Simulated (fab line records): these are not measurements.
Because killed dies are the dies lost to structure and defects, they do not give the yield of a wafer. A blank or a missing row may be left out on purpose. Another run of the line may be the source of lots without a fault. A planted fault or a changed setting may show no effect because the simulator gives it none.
fab line records	flow sky130
[record] lots = 13	wafers = 38	last-day = 50
route steps=708 shown CONTACT@433 METAL1@434 VIA1@479 PAD_OPEN@708
lots untouched by any fault: they come from a run of this same line in which no faults occurred
start-h: hours from the record's first day to the start of the lot's first wafer shown	wait-h: hours elapsed since this lot's preceding step	" as in the row above	L1.1+2: several wafers, shown together as one row	- either no value or no given start	* or withheld: withheld	< > ~ a bound
route shown NAME@n: names a module that has steps shown in the file, with the first one's number in the route	usual: the fault-free wafers' mean and standard deviation	same: alike in all rows	chamber/n: place in a boat	sites: readings site by site	_std_site: standard deviation across them	_edge_site: outer sites' mean less inner sites'	radius-mm: how far each site lies from the wafer's centre	mask NAME#n: copy n	behind: tool/chamber where the wafer was last shaped	hold: why the lot went on hold/how many hours it stayed there/how the hold came to an end	device: the transistor (n, p or np) that didn't switch	end of line: at the end of the route, the tests of the same wafers	where a step has no rows: the recipe by itself	killed: count of dies lost to structure and defects at first sort (not the wafer's yield)	map: per-die view of a wafer (x killed, . not killed, _ where there is no die)
set.NAME: the setting as run; set.NAME@STEP: as run at that earlier step	model.NAME: the simulator's own value behind a step, which no gauge read
a sample of lots followed through the steps of the route, with each step as a table and each wafer as a row
services: when a tool's chamber went out of use (start-h, in hours from the record's first day, below 0 if earlier), for how many hours, and the reason
[[steps]]
[step SKY_CONTACT_CMP_27]
[recipe] stop-on = SiO2	t-overpolish-s = 15	down-force-psi = 3.5	platen-rpm = 60	target-thk-nm = 0	pad-velocity-m-s = 0.94248
[usual] motor-current-A = 10.2/0.83	overpolish-run-s = 15.001/0.0096	time-to-endpoint-s = 83/4
lot.wafer	tool	chamber	start-h	wait-h	motor-current-A	overpolish-run-s	time-to-endpoint-s
L909.2	cmp-01	2	739.60	0.1	9.8	15.002	80
L909.4	"	3	"	"	10.6	15.000	86
L909.5	"	2	"	"	10.2	15.002	83
L910.2	cmp-01	0	745.94	0.1	9.0	15.002	79
L910.1	"	1	"	"	9.5	15.011	87
L910.6	"	2	"	"	9.4	15.009	82
L911.3	cmp-01	1	753.44	0.0	10.5	15.010	90
L911.1	"	2	"	"	10.0	14.999	80
L911.5	"	2	"	"	9.6	15.011	84
L912.4	cmp-02	0	757.04	0.0	8.9	14.996	86
L912.1	"	3	"	"	10.7	15.023	82
L912.6	"	1	"	"	11.6	14.985	85
L915.4	cmp-02	3	794.95	0.5	10.6	15.002	79
L915.1	"	1	"	"	11.7	15.014	82
L915.6	"	2	"	"	10.4	15.004	75
L917.1	cmp-02	2	811.42	0.1	10.1	14.993	78
L917.2	"	1	"	"	11.3	15.017	82
L917.5	"	2	"	"	10.3	15.018	79
L918.4	cmp-01	0	825.95	0.0	9.3	15.006	76
L918.2	"	2	"	"	9.2	14.998	81
L918.6	"	1	"	"	10.1	15.006	90
L920.4	cmp-02	0	832.19	0.0	8.6	15.003	87
L920.2	"	2	"	"	10.4	15.003	82
L920.5	"	1	"	"	12.0	14.998	88
L926.3	cmp-02	1	869.88	0.2	11.7	14.996	82
L926.6	"	3	"	"	9.5	15.001	80
L928.3	cmp-01	2	878.19	0.1	10.4	14.989	84
L928.4	"	3	"	"	10.6	15.031	85
L928.6	"	1	"	"	10.3	14.992	91
L929.1	cmp-01	0	883.17	0.1	9.2	14.999	86
L929.4	"	2	"	"	9.9	14.999	84
L929.5	"	3	"	"	10.4	15.006	91
L931.4	cmp-02	2	898.95	0.1	10.5	15.001	80
L931.2	"	3	"	"	10.7	14.988	78
L931.5	"	1	"	"	11.5	14.998	86
L932.3	cmp-02	1	908.75	0.1	11.7	14.999	86
L932.1	"	2	"	"	10.4	15.010	80
L932.6	"	3	"	"	11.0	14.994	84
[step SKY_METAL1_SPUTTER_00]
[recipe] material = Ti	target-thk-nm = 15	power-w = 3000	time-s = 10	chamber-pressure-pa = 0.4
[usual] throttle-valve-pct = 30.1/1
lot.wafer	tool	chamber	start-h	wait-h	throttle-valve-pct
L909.2	pvd-sputter-04	-	739.85	0.2	29.1
L909.4	"	-	"	"	28.2
L909.5	"	-	"	"	27.9
L910.1	pvd-sputter-04	-	746.14	0.1	30.6
L910.2	"	-	"	"	29.7
L910.6	"	-	"	"	28.2
L911.1	pvd-sputter-01	-	753.74	0.2	30.3
L911.3	"	-	"	"	29.0
L911.5	"	-	"	"	30.0
L912.1	pvd-sputter-01	-	757.34	0.1	30.2
L912.4	"	-	"	"	30.3
L912.6	"	-	"	"	30.1
L915.1	pvd-sputter-01	-	795.20	0.1	30.0
L915.4	"	-	"	"	30.5
L915.6	"	-	"	"	30.5
L917.1	pvd-sputter-04	-	811.72	0.2	29.0
L917.2	"	-	"	"	29.5
L917.5	"	-	"	"	29.5
L918.2	pvd-sputter-01	-	826.25	0.1	30.3
L918.4	"	-	"	"	29.3
L918.6	"	-	"	"	30.3
L920.2	pvd-sputter-04	-	832.49	0.1	28.3
L920.4	"	-	"	"	30.5
L920.5	"	-	"	"	28.2
L926.3	pvd-sputter-04	-	870.03	0.1	30.1
L926.6	"	-	"	"	28.7
L928.3	pvd-sputter-02	-	878.39	0.1	30.5
L928.4	"	-	"	"	30.0
L928.6	"	-	"	"	29.8
L929.1	pvd-sputter-02	-	883.42	0.2	31.2
L929.4	"	-	"	"	29.9
L929.5	"	-	"	"	30.0
L931.2	pvd-sputter-02	-	899.20	0.1	30.1
L931.4	"	-	"	"	31.0
L931.5	"	-	"	"	30.0
L932.1	pvd-sputter-01	-	908.95	0.1	31.8
L932.3	"	-	"	"	28.9
L932.6	"	-	"	"	30.0
[step SKY_METAL1_DESCUM_17]
[recipe] chemistry = O2	source-power-w = 150	bias-power-w = 0	pressure-mtorr = 10	temp-c = 40	time-s = 8
[usual] drypump-motor-current-A = 6.1/0.35	he-backside-leak-sccm = 3.4/0.32	oes-product-au = 1.002/0.011	rf-fwd-power-W = 147.3/0.6
[same] bias-power-w = 0
lot.wafer	tool	chamber	start-h	wait-h	drypump-motor-current-A	he-backside-leak-sccm	oes-product-au	rf-fwd-power-W	rf-hours-counter-h
L909.2	rie-metal-01	1	766.74	0.0	6.5	3.5	1.010	146.7	0.3
L909.4	"	0	"	"	6.3	3.0	0.977	147.5	-
L909.5	"	0	"	"	6.4	3.1	0.975	147.5	-
L910.1	rie-metal-01	0	773.39	0.0	6.4	3.2	1.003	147.4	4.6
L910.2	"	1	"	"	6.5	3.4	1.018	147.2	0.5
L910.6	"	1	"	"	6.5	3.6	1.014	147.3	-
L911.1	rie-metal-01	1	781.01	0.0	6.5	3.7	1.010	147.1	0.7
L911.3	"	0	"	"	6.4	3.1	0.999	148.0	-
L911.5	"	0	"	"	6.4	2.9	0.981	148.3	-
L912.1	rie-metal-02	1	784.56	0.0	6.0	3.6	1.006	147.1	2.4
L912.4	"	1	"	"	6.0	3.7	1.007	147.3	-
L912.6	"	1	"	"	6.0	3.3	1.009	147.0	-
L915.1	rie-metal-02	1	822.09	0.0	6.0	3.3	0.999	147.3	3.8
L915.4	"	0	"	"	5.5	3.1	0.998	146.7	-
L915.6	"	0	"	"	5.5	3.2	0.994	146.6	-
L917.1	rie-metal-03	1	838.71	0.0	6.3	3.5	1.009	146.6	0.9
L917.2	"	1	"	"	6.3	3.6	0.994	146.2	-
L917.5	"	1	"	"	6.3	3.5	1.008	146.9	-
L918.2	rie-metal-01	1	853.06	0.0	6.5	3.4	1.013	147.6	2.8
L918.4	"	1	"	"	6.5	3.5	1.010	147.3	-
L918.6	"	1	"	"	6.5	3.3	1.012	147.9	-
L920.2	rie-metal-01	1	859.49	0.0	6.5	3.4	1.012	147.3	3.2
L920.4	"	1	"	"	6.5	3.3	1.026	147.6	-
L920.5	"	0	"	"	6.4	3.1	1.015	147.4	-
L926.3	rie-metal-01	1	895.71	0.0	6.5	3.3	1.021	147.7	-
L926.6	"	1	"	"	6.5	3.5	1.030	147.6	-
L928.3	rie-metal-01	1	904.70	0.0	6.5	3.5	1.030	147.6	-
L928.4	"	0	"	"	6.4	3.1	1.000	147.3	-
L928.6	"	1	"	"	6.5	3.6	1.025	147.1	-
L929.1	rie-metal-02	1	909.00	0.0	6.0	3.3	1.013	147.7	7.2
L929.4	"	0	"	"	5.5	3.2	1.009	146.3	-
L929.5	"	0	"	"	5.5	3.4	1.004	146.3	-
L931.2	rie-metal-01	0	924.16	0.0	6.4	3.0	0.994	146.6	10.5
L931.4	"	1	"	"	6.5	3.6	1.015	147.4	-
L931.5	"	1	"	"	6.5	3.5	1.014	147.6	-
L932.1	rie-metal-03	1	933.66	0.0	6.3	3.7	0.991	147.4	4.4
L932.3	"	1	"	"	6.3	3.5	0.988	147.0	-
L932.6	"	1	"	"	6.3	3.6	0.997	146.8	-
[step SKY_VIA1_CVD_21]
[recipe] material = W	target-thk-nm = 270	time-s = 80.902	temp-c = 400	pressure-torr = 40
[usual] chamber-pressure-Torr = 40.01/0.084	heater-power-outer-w = 489/56	heater-power-w = 808/85
lot.wafer	tool	chamber	start-h	wait-h	chamber-pressure-Torr	heater-power-outer-w	heater-power-w
L909.2	cvd-w-02	1	796.03	0.0	39.98	493	790
L909.4	"	1	"	"	40.02	486	779
L909.5	"	1	"	"	39.90	491	770
L910.1	cvd-w-01	0	802.25	0.0	40.06	420	698
L910.2	"	1	"	"	40.12	560	893
L910.6	"	0	"	"	40.09	424	728
L911.1	cvd-w-01	0	810.02	0.0	40.01	432	711
L911.3	"	1	"	"	39.93	559	863
L911.5	"	1	"	"	40.04	548	874
L912.1	cvd-w-02	0	813.30	0.0	39.98	544	927
L912.4	"	0	"	"	39.98	535	951
L912.6	"	0	"	"	40.16	532	932
L915.1	cvd-w-01	0	850.61	0.0	40.04	417	704
L915.4	"	0	"	"	40.08	431	715
L915.6	"	0	"	"	40.03	415	723
L917.1	cvd-w-01	1	867.73	0.0	42.26	546	874
L917.2	"	0	"	"	42.36	414	714
L917.5	"	1	"	"	42.17	546	855
L918.2	cvd-w-01	0	881.46	0.0	42.19	417	700
L918.4	"	1	"	"	42.37	548	881
L918.6	"	0	"	"	42.26	430	714
L920.2	cvd-w-01	0	887.49	0.0	42.29	412	716
L920.4	"	0	"	"	42.21	415	726
L920.5	"	0	"	"	42.16	414	711
L926.3	cvd-w-02	0	922.63	0.1	40.15	510	890
L926.6	"	1	"	"	40.14	503	785
L928.3	cvd-w-02	1	929.87	0.1	40.02	512	806
L928.4	"	0	"	"	40.03	504	888
L928.6	"	0	"	"	40.01	505	908
L929.1	cvd-w-02	0	935.89	0.0	40.15	515	906
L929.4	"	1	"	"	40.02	496	808
L929.5	"	0	"	"	40.10	529	904
L931.2	cvd-w-02	1	951.55	0.1	40.03	505	795
L931.4	"	1	"	"	39.88	498	802
L931.5	"	1	"	"	40.04	498	799
L932.1	cvd-w-02	0	959.91	0.0	39.97	508	909
L932.3	"	0	"	"	40.00	517	884
L932.6	"	0	"	"	40.00	509	878
[step SKY_PAD_OPEN_PROBE_99]
[usual] defect-limited-yield = 82.6/1.8	killed_at_M0_to_M3 = 43/6.3	killed_at_M4_up = 3.0/1.6	killed-at-contacts = 25/5	killed-at-front-end = 15/4.4	killed-at-other = 0.3/0.8	killed-dies = 85/8.7	killed-open = 47/6.9	killed-short = 38/6.3	sort_bin_3_pad_short = 0.9/0.39	sort_bin_5_function = 10.3/1.3	sort_bin_6_memory = 6.2/1.1	sort-n-pass = 407/8.8	sort-yield-pct = 82.6/1.8
[same] gross-dies = 492	killed-at-back-side = 0	sort_bin_4_leakage[%] = 0	sort_bin_8_speed[%] = 0
lot.wafer	tool	chamber	start-h	wait-h	defect-limited-yield[%]	killed_at_M0_to_M3	killed_at_M4_up	killed-at-contacts	killed-at-front-end	killed-at-other	killed-dies	killed-open	killed-short	sort_bin_3_pad_short[%]	sort_bin_5_function[%]	sort_bin_6_memory[%]	sort-n-pass	sort-yield-pct[%]
L915.1	prober-02	-	1121.61	0.1	80.5	47	3	27	18	1	96	53	43	0.8	11.4	7.3	396	80.5
L915.4	prober-02	-	1121.76	0.2	81.3	43	4	29	16	0	92	57	35	0.2	12.2	6.3	400	81.3
L915.6	prober-02	-	1121.86	0.2	82.5	41	1	26	18	0	86	49	37	0.4	10.2	6.9	406	82.5
// killed by level:class
L915.1 VIA1:geometric-particle:open=11 LI_CONTACT:geometric-particle:open=9 VIA3:geometric-particle:open=8 METAL2:geometric-particle:short=8 CONTACT:geometric-particle:open=6 VIA1:geometric-particle:short=5 CONTACT:geometric-particle:short=5 VIA2:geometric-particle:open=5
L915.4 LI_CONTACT:geometric-particle:open=12 VIA1:geometric-particle:open=10 CONTACT:geometric-particle:open=7 VIA1:geometric-particle:short=6 VIA3:geometric-particle:open=6 METAL1:geometric-particle:short=6 POLY_GATE:geometric-particle:open=5 LOCAL_INTERCONNECT:geometric-particle:short=5
L915.6 VIA1:geometric-particle:open=11 METAL2:geometric-particle:short=8 CONTACT:geometric-particle:open=7 LOCAL_INTERCONNECT:geometric-particle:short=6 POLY_GATE:geometric-particle:open=6 LI_CONTACT:geometric-particle:open=6 FIELD_ISO:geometric-particle:short=5 FIELD_ISO:geometric-particle:open=5
[[services]]
tool	chamber	start-h	hours	kind
cmp-02	-	726.80	1.8	repair
cmp-02	-	740.83	0.3	repair
cmp-02	-	744.43	4.0	pm
cvd-w-01	1	748.81	12.5	repair
cmp-01	-	766.93	0.5	repair
cmp-01	-	790.44	5.3	pm
cvd-w-02	1	804.34	5.6	repair
rie-metal-01	-	806.79	14.6	pm
cmp-02	-	819.99	0.2	repair
cmp-02	-	827.00	2.4	repair
rie-metal-01	-	840.98	0.2	repair
cmp-02	-	853.19	2.0	repair
rie-metal-01	0	868.45	6.0	repair
cvd-w-01	1	899.43	21.8	repair
cvd-w-02	-	904.00	14.0	pm
cmp-01	-	912.79	4.0	pm
cmp-02	-	913.47	5.6	repair
cvd-w-02	-	918.00	2.8	pm
pvd-sputter-01	-	920.85	1.1	repair
cmp-01	-	928.88	8.1	pm
rie-metal-01	-	935.23	0.3	repair
cvd-w-02	0	945.88	14.0	repair
cmp-02	-	951.15	3.5	pm
cmp-02	-	957.42	3.9	repair
[[key]]
[first-sign] step = SKY_VIA1_CVD_21	reading = chamber-pressure-Torr	direction = up	sigmas = 27	usual = 40.01	struck = 42.25
effect none on later readings
met-at SKY_VIA1_CVD_21
struck-lots L917,L918,L920
rows-end L917.1,L917.2,L917.5
not-acting-at SKY_CONTACT_CMP_27,SKY_METAL1_SPUTTER_00,SKY_METAL1_DESCUM_17
onset-between 850.61 867.73
[fault] kind = process-parameter-drift	tool = cvd-w-01	chamber = -	onset-h = 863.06	steps = SKY_VIA1_CVD_21	channel = pressure-torr	offset = 2.2746	shape = step	acts-in = these-recipes-only	stated = 40
// rows-end: these wafers met a further fault down the route, and their rows from its step on are left out
